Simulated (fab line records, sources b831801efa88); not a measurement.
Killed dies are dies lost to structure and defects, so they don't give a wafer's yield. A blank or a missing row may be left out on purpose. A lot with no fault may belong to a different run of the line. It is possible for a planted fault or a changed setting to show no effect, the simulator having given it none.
Chamber matching | flow sky130 | SKY_FIELD_ISO_ETCH_17 on rie_si-02 has 4 sister chambers
The step etches Si in HBr/Cl2/O2, target depth 342 nm, time 97.7 s. 7 wafers are shown with their chamber, then 8 later ones without.

== WAFERS PAIRED WITH THEIR CHAMBERS ==
wafer  | chamber | drypump_motor_current_A (A) | oes_product_au (a.u.)
L964.5 | 0       | 6.1                         | 1.009
L969.1 | 1       | 5.2                         | 1.007
L969.3 | 2       | 4.9                         | 1.001
L972.1 | 1       | 5.2                         | 1.002
L972.3 | 0       | 6.0                         | 1.004
L972.6 | 3       | 6.3                         | 1.013
L982.2 | 3       | 6.3                         | 1.022

== WAFERS WITH NO CHAMBER GIVEN ==
wafer  | drypump_motor_current_A (A) | oes_product_au (a.u.)
L982.4 | 5.2                         | 1.000
L982.6 | 6.0                         | 1.016
L986.1 | 6.1                         | 0.994
L986.5 | 6.3                         | 1.011
L986.6 | 6.1                         | 1.001
L984.1 | 5.2                         | 0.981
L984.3 | 6.3                         | 1.008
L984.5 | 5.2                         | 0.990

== CHAMBER TAKEN BY EACH ==
wafer  | from the rows above | in truth
L982.4 | 1                   | 1
L982.6 | 0                   | 0
L986.1 | 0                   | 0
L986.5 | 3                   | 3
L986.6 | 0                   | 0
L984.1 | 1                   | 1
L984.3 | 3                   | 3
L984.5 | 1                   | 1
Correct placement for 8 of the 8. Number that these rows cannot place: 0. Wrongly placed: 0.
How it was worked out, from the rows above alone: a wafer's distance from a chamber is the root of the sum, over the readings, of the square of ((its reading less the chamber's mean) divided by the reading's scatter). If the next closest chamber is less than 2 further off than the closest, the wafer can't be placed; otherwise it belongs to the closest. A chamber's mean is the mean of its shown wafers. The scatter is the square root of a quotient: the sum, over the shown wafers, of each reading's squared deviation from its chamber's mean, divided by wafers minus chambers.
